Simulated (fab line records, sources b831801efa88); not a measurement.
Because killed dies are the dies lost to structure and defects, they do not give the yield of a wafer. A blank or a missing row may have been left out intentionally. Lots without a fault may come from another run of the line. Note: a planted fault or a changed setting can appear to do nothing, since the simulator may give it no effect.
One fault seen from 2 desks	flow sky130	each desk has only its own numbers; what lay behind them comes last

== TOOL OWNER'S DESK, implanter-04 ==
The tool's own readings at SKY_LDD_HVN_IMPLANT_08: means of the sampled wafers that have a number, for each lot that ran on this tool. The brackets show how far a lot's mean lies from the usual mean; more than 4 standard deviations puts the lot out of limits, marked OUT.
Columns: A = endStationPressureTorr at SKY_LDD_HVN_IMPLANT_08, usual 5.14e-06 Torr; B = tiltDeg at SKY_LDD_HVN_IMPLANT_08, usual 39.999 degrees
lot	first seen here	A	B
L388	day 20 11:47	5.21e-06	39.987
L391	day 21 06:05	5.20e-06	40.030
L392	day 21 16:16	4.94e-06	40.012
L395	day 23 10:37	5.09e-06	40.003
L399	day 24 07:02	5.10e-06	-0.009 (-99 or more) OUT
L400	day 24 18:52	5.01e-06	0.017 (-99 or more) OUT
L410	day 28 03:01	5.11e-06	40.013
This desk's verdict: out of limits on L399, L400, starting with L399 at day 24 07:02 (tiltDeg at SKY_LDD_HVN_IMPLANT_08). L388, L391, L392, L395, L410 stayed within limits.

== FROM THE METROLOGY DESK ==
Means of the sampled wafers that have a number, per lot and without regard to the tool the lot ran on: this is what the gauges read. The brackets show how far a lot's mean lies from the usual mean; more than 4 standard deviations puts the lot out of limits, marked OUT.
Columns: A = LDD_N_TW at SKY_LDD_N_TW_MEAS_17, usual 2605; B = LDD_HVN_OVL at SKY_LDD_HVN_OVL_MEAS_07, usual -0.9 nm; C = LDD_HVN_TW at SKY_LDD_HVN_TW_MEAS_10, usual 1444
lot	first seen here	A	B	C
L388	day 17 22:00	2593	-2.4	1430
L389	day 18 04:08	2600	0.6	1444
L391	day 18 14:47	2605	-0.0	1447
L392	day 19 02:07	2628	-0.5	1440
L393	day 19 11:05	2592	-0.7	1440
L395	day 20 19:41	2614	-0.7	1446
L399	day 21 17:23	2594	-2.3	1294 (-21) OUT
L400	day 22 04:32	2618	-1.5	1284 (-22) OUT
L405	day 23 23:11	2613	-1.1	1449
L408	day 24 21:26	2615	-1.4	1443
L410	day 25 15:14	2586	-1.4	1456
L411	day 25 22:11	2587	-1.5	1450
This desk finds L399, L400 out of limits, with the earliest case on L399 at day 24 07:17 (LDD_HVN_TW at SKY_LDD_HVN_TW_MEAS_10). L388, L389, L391, L392, L393, L395, L405, L408, L410, L411 stayed within limits.

== PUT TOGETHER ==
At day 24 07:02, on L399, L400, the tool owner's desk was in a position to raise an alarm.
At day 24 07:17 the metrology desk could have sounded an alarm, on L399, L400.
SKY_LDD_HVN_IMPLANT_08 was run on implanter-04 by each of the lots named.

== WHAT THE SIMULATOR HAD PUT IN ==
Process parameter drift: implanter-04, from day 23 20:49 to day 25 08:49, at SKY_LDD_HVN_IMPLANT_08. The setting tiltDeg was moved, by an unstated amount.
Shown lots that were struck: L399, L400.
Time in hours from fault onset to the first out-of-limits reading at each desk: tool owner's desk 10, metrology desk 10.
